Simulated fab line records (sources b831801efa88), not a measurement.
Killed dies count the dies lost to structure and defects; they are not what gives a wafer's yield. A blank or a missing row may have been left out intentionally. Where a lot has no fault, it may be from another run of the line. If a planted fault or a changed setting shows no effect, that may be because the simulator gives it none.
Chamber matching ; flow gf180mcu ; cmp-02 running GF_V1_CMP_26: 4 sister chambers
The step polishes, stops on SiO2, t overpolish 15 s, target thk 0 nm. 18 wafers are shown with their chamber, then 9 later ones without.

== WAFERS PAIRED WITH THEIR CHAMBERS ==
wafer;chamber;motorCurrentA (A);timeToEndpointS (s);overpolishRunS (s)
L393.1;3;9.7;82;14.991
L393.5;3;9.3;82;14.990
L393.6;0;11.7;77;14.997
L394.1;0;11.1;80;15.010
L394.3;1;15.2;84;14.994
L394.6;2;11.5;87;15.006
L396.1;0;11.5;80;15.003
L396.4;1;14.7;85;15.001
L396.5;2;11.6;88;14.997
L398.1;2;11.7;86;15.002
L398.5;0;11.5;82;15.003
L398.6;1;14.7;87;14.999
L400.1;3;8.9;84;14.985
L400.3;1;14.4;86;15.014
L400.6;3;9.7;79;15.000
L406.1;2;12.0;81;15.006
L406.3;3;9.7;80;14.996
L406.5;1;14.6;80;15.011

SIGNATURES, as means of the wafers listed above
reading;chamber 0;chamber 1;chamber 2;chamber 3;scatter within a chamber
motorCurrentA;11.450;14.720;11.700;9.460;0.292
timeToEndpointS;79.75;84.40;85.50;81.40;2.48
overpolishRunS;15.00325;15.00380;15.00275;14.99240;0.0063
Rule: a wafer lies at a distance from a chamber equal to the root of the sum of squares, over the readings, of (its reading less the chamber's mean, divided by the reading's scatter). The wafer belongs to the nearest chamber; if the next one is less than 2 further off, it can't be placed. The scatter: the root of (the sum of the squares of (reading less its chamber's mean) over the shown wafers, divided by (wafers less chambers)).

== WAFERS WITHOUT THEIR CHAMBER ==
wafer;motorCurrentA (A);timeToEndpointS (s);overpolishRunS (s)
L408.2;11.9;88;15.013
L408.4;14.9;86;15.007
L408.6;11.6;80;15.003
L413.1;14.7;86;15.003
L413.3;9.8;85;15.008
L413.6;14.7;85;15.012
L414.1;10.8;83;15.004
L414.2;14.2;82;15.011
L414.4;11.9;84;15.016

== WHICH CHAMBER EACH ONE RAN IN ==
wafer;from the rows above;in truth
L408.2;can't be placed: 2 or 0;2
L408.4;1;1
L408.6;can't be placed: 0 or 2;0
L413.1;1;1
L413.3;3;3
L413.6;1;1
L414.1;can't be placed: 0 or 2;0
L414.2;1;1
L414.4;can't be placed: 2 or 0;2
Correct placement for 5 of the 9. Can't be placed from these rows: 4 (the true chamber is among the candidates in 4). Wrongly placed: 0.
